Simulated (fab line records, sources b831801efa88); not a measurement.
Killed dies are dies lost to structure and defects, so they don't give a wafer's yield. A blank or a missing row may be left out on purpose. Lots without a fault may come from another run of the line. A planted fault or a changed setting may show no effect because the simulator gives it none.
One fault seen from 2 desks | flow sky130 | each desk has only its own numbers; what lay behind them comes last

THE TOOL OWNER'S DESK: plasma_asher-03
The tool's own readings at SKY_PASSIVATION_STRIP_12 (strips in O2/N2): means of the sampled wafers that have a number, for each lot that ran on this tool. A lot is out of limits, marked OUT, if its mean lies more than 4 standard deviations from the usual mean; the brackets give that distance.
Columns: A = drypump_motor_current_A at SKY_PASSIVATION_STRIP_12, usual 6.0 A; B = oes_product_au at SKY_PASSIVATION_STRIP_12, usual 0.661 a.u.; C = strip_time_to_endpoint_s at SKY_PASSIVATION_STRIP_12, usual 31.41 s
lot  | first seen here | A   | B     | C
L787 | day 44 22:33    | 6.5 | 0.665 | 31.39
L788 | day 45 03:55    | 6.4 | 0.662 | 31.42
L790 | day 45 23:13    | 6.4 | 0.660 | 31.41
L794 | day 46 21:06    | 6.6 | 0.662 | 31.59
L798 | day 47 20:25    | 6.4 | 0.658 | 31.39
This desk's finding: nothing out of limits on any of the 5 lots.

THE METROLOGY DESK
What the gauges read, lot by lot, whatever tool the lot ran on: means of the sampled wafers that have a number. A lot is out of limits, marked OUT, if its mean lies more than 4 standard deviations from the usual mean; the brackets give that distance.
Columns: A = VIA4_W_RS at SKY_VIA4_RS_MEAS_19, usual 0.2282 ohm/sq; B = PASSIVATION_CVD_00_THK at SKY_PASSIVATION_THK_MEAS_01, usual 90.2 nm
lot  | first seen here | A      | B
L787 | day 42 23:26    | 0.2281 | 90.6
L788 | day 43 05:53    | 0.2304 | 89.4
L790 | day 44 01:41    | 0.2305 | 90.1
L794 | day 45 01:05    | 0.2262 | 90.0
L798 | day 46 01:16    | 0.2293 | 90.0
L799 | day 46 06:48    | 0.2306 | 89.8
L804 | day 47 12:52    | 0.2271 | 90.8
L805 | day 47 16:15    | 0.2311 | 88.9
L808 | day 48 07:50    | 0.2257 | 90.1
L807 | day 48 11:19    | 0.2255 | 90.2
L809 | day 48 16:27    | 0.2235 | 90.3
L810 | day 48 20:49    | 0.2281 | 90.7
This desk's finding: nothing out of limits on any of the 12 lots.

PUT TOGETHER
The tool owner's desk saw nothing out of limits.
The metrology desk saw nothing out of limits.

WHAT THE SIMULATOR HAD PUT IN
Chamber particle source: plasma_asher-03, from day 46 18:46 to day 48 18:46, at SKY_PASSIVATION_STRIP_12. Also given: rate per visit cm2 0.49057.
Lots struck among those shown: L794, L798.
